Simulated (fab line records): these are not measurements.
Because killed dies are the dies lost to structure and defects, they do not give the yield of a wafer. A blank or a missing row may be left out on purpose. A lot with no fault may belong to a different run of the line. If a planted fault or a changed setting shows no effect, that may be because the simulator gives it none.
Struck lot and sound lot, side by side ; flow sky130 ; 16 out of 708 route steps
Sound: wafers L399.1, L399.4, L399.5. Struck: wafer L408.4. At the end, the cause is stated.
Order at every step that has rows: each side's tool, ch and its chambers, its first start. Under that, the readings that differ: sound wafers ; struck wafers ; difference of the means ; sigmas: that difference in standard deviations of wafers without a fault.
alike: readings with means less than 2 such deviations apart, plus words and numbers identical on both sides. not compared: withheld readings, readings lacking a value on some wafer, bounds such as >300 that could conceal the same value, and numbers that have no deviation in the record and whose values overlap.
The two part at a step that has a row with sigmas, a row that says differs or no value, or rows on one side only. Numbers that don't overlap but have no deviation are shown without sigmas and don't part them. Lack of a reading on every wafer of one side parts them only where that side has two or more wafers.

first, 3 steps without rows for these wafers: SKY_METAL1_EXPOSE_12 (exposes mask MM1, target cd 140 nm); SKY_METAL1_PEB_13; SKY_METAL1_DEVELOP_14 (develop time 60 s).
SKY_METAL1_CD_MEAS_15 targets a cd of 140 nm.
  sound: cd sem-01 at day 36 17:28; struck: cd sem-02 at day 38 21:44
  alike: cd nm
SKY_METAL1_OVL_MEAS_16:
  sound: overlay-02 at day 36 17:35; struck: overlay-02 at day 38 21:49
  alike: METAL1_OVL
SKY_METAL1_DESCUM_17: chemistry O2, time 8 s.
  sound on rie metal-01 ch 0,1, day 36 17:38; struck on rie metal-04 ch 1, day 38 21:51
  alike: drypump motor current A, oes product au, temp c
  not compared: rf hours counter h
SKY_METAL1_ETCH_18: etches BARC in N2/H2, stops on SiO2, time 45.9 s, target depth 60 nm.
  sound on rie metal-01 ch 0,1, day 36 17:40; struck on rie metal-04 ch 1, day 38 21:53
reading;sound;struck;difference;sigmas
throttle valve pct (%);13.221 13.218 13.238;13.208;-0.018;-2
  alike: drypump motor current A, oes product au
  not compared: rf hours counter h
SKY_METAL1_METAL_ETCH_19: etches the open film in Cl2/BCl3, stops on SiO2, target depth 360 nm, time 78 s.
  sound on rie metal-01 ch 0,1, day 36 17:43; struck on rie metal-04 ch 1, day 38 21:58
  alike: drypump motor current A, oes product au, throttle valve pct
  not compared: rf hours counter h
SKY_METAL1_STRIP_20: strips in O2/N2.
  sound on plasma asher-04 ch 0, day 36 17:49; struck on plasma asher-04 ch 1, day 38 22:04
reading;sound;struck;difference;sigmas
oes product au (a.u.);0.347 0.349 0.348;0.336;-0.012;-2
  alike: drypump motor current A, strip time to endpoint s
  not compared: rf hours counter h
then, 3 steps without rows for these wafers: SKY_METAL1_STRIP_21 (strips in post etch residue remover, time 1200 s); SKY_METAL1_CLEAN_22 (cleans in IPA, time 180 s); SKY_METAL1_CLEAN_23 (cleans in O3/DIW).
SKY_VIA1_HDPCVD_00: deposits SiO2, target thk 1030 nm, time 171.7 s.
  sound on hdpcvd-01 ch 1,2, day 36 18:28; struck on hdpcvd-01 ch 2, day 38 22:46
reading;sound;struck;difference;sigmas
run length s (s);199.7 199.6 199.4;187.7;-11.9;-25
model.SiO2_of_VIA1_HDPCVD_00.thk nm (nm);1032 1037 1042;957.6;-79.4;
SKY_VIA1_THK_MEAS_01:
  sound: film metro-03 at day 36 18:35; struck: film metro-02 at day 38 22:52
reading;sound;struck;difference;sigmas
VIA1_HDPCVD_THK (nm);1033 1037 1042;958;-79;-8
SKY_VIA1_CMP_02: polishes SiO2.
  sound on cmp-01 ch 0,2,3, day 36 18:47; struck on cmp-02 ch 1, day 38 23:35
  alike: edge zone pressure frac, motor current A
-- the record jumps here: 12 days lie between the struck wafers' starts before and after (it left off in module VIA1 and takes up again in module PAD_OPEN, whose first step shown is number 708 of the route) --
SKY_PAD_OPEN_PROBE_99:
  sound: prober-02 at day 49 01:29; struck: prober-02 at day 50 13:48
reading;sound;struck;difference;sigmas
killed at other;0 0 0;1;+1;+2
  alike: killed_at_M0_to_M3, killed_at_M4_up, killed at contacts, killed at front end, killed dies, killed open, killed short

WHERE THEY PART
Last at SKY_PAD_OPEN_PROBE_99 as far as this record goes, first at SKY_METAL1_ETCH_18.

WHY: whatever the simulator had introduced
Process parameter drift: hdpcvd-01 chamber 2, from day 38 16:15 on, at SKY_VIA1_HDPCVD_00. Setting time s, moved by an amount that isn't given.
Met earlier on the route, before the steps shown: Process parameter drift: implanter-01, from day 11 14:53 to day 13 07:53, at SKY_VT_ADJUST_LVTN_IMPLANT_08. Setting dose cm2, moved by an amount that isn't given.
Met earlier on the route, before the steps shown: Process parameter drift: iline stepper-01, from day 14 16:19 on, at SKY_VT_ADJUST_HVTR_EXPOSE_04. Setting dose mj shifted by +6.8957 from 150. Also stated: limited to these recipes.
